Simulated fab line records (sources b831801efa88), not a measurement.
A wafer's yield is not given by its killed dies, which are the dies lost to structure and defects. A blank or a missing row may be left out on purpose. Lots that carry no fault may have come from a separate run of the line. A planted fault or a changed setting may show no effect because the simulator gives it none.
Which tool is to blame? | flow sky130 | 12 lots with 36 wafers sampled at 2 steps, on a route of 708 steps

WHAT THE GAUGES READ, wafer by wafer
SKY_CAPM_THK_MEAS_01.
lot  | measured     | on            | CAPM_CVD_00_THK (nm)
L075 | day 37 12:52 | film metro-04 | 15.25 15.48 15.82
L077 | day 38 00:21 | film metro-04 | 15.66 15.34 15.82
L079 | day 38 06:30 | film metro-04 | 15.62 15.34 15.51
L081 | day 38 21:22 | film metro-02 | 15.29 15.79 15.97
L083 | day 39 13:23 | film metro-04 | 15.38 15.34 15.71
L085 | day 39 23:30 | film metro-03 | 15.42 15.46 15.35
L088 | day 40 19:06 | film metro-03 | 15.26 14.98 15.47
L089 | day 41 03:23 | film metro-03 | 15.81 15.56 16.34
L090 | day 41 20:47 | film metro-02 | 15.52 15.49 15.93
L093 | day 42 06:11 | film metro-04 | 15.59 15.27 15.53
L095 | day 42 23:27 | film metro-02 | 15.37 15.65 16.03
L097 | day 43 05:53 | film metro-03 | 15.24 15.57 16.45

TOOL THAT RAN EACH LOT (tool first, then ch and the chambers of the sampled wafers, then the start)
lot  | SKY_VIA1_CMP_24
L075 | cmp-02 ch 0,1,2, day 35 03:16
L077 | cmp-02 ch 0,1, day 35 15:56
L079 | cmp-02 ch 0,1,2, day 35 22:35
L081 | cmp-01 ch 0,1, day 36 13:08
L083 | cmp-01 ch 1,2,3, day 37 07:41
L085 | cmp-02 ch 0,1,2, day 37 18:11
L088 | cmp-02 ch 1,3, day 38 14:05
L089 | cmp-02 ch 0,1,3, day 38 22:26
L090 | cmp-01 ch 1,3, day 39 10:04
L093 | cmp-01 ch 0,1,3, day 40 03:11
L095 | cmp-01 ch 0,1, day 40 21:04
L097 | cmp-01 ch 0,1,3, day 41 02:35
- SKY_VIA1_CMP_24: polishes, stops on SiO2, t overpolish 15 s, target thk 0 nm.

THE ANSWER, worked out from the rows above alone
Rule: what is usual is taken from the lots themselves. Put in order of their means at a reading, lots are off if they are a third of the lots or fewer, leave a main group of 4 or more, and stand apart from it by a gap of 3 or more times the standard deviation of the main group's means; of several such gaps the widest counts. A main group whose means are all the same, to the digits that the tables above print for the reading, isn't used. Also off: a lot with no number at a reading for which 4 or more lots have one. Where the step has rows for the other lots, those lots are counted as sound.
Across all readings shown, no lot is off: no conclusion can be drawn from this.

WHAT THE SIMULATOR PUT IN
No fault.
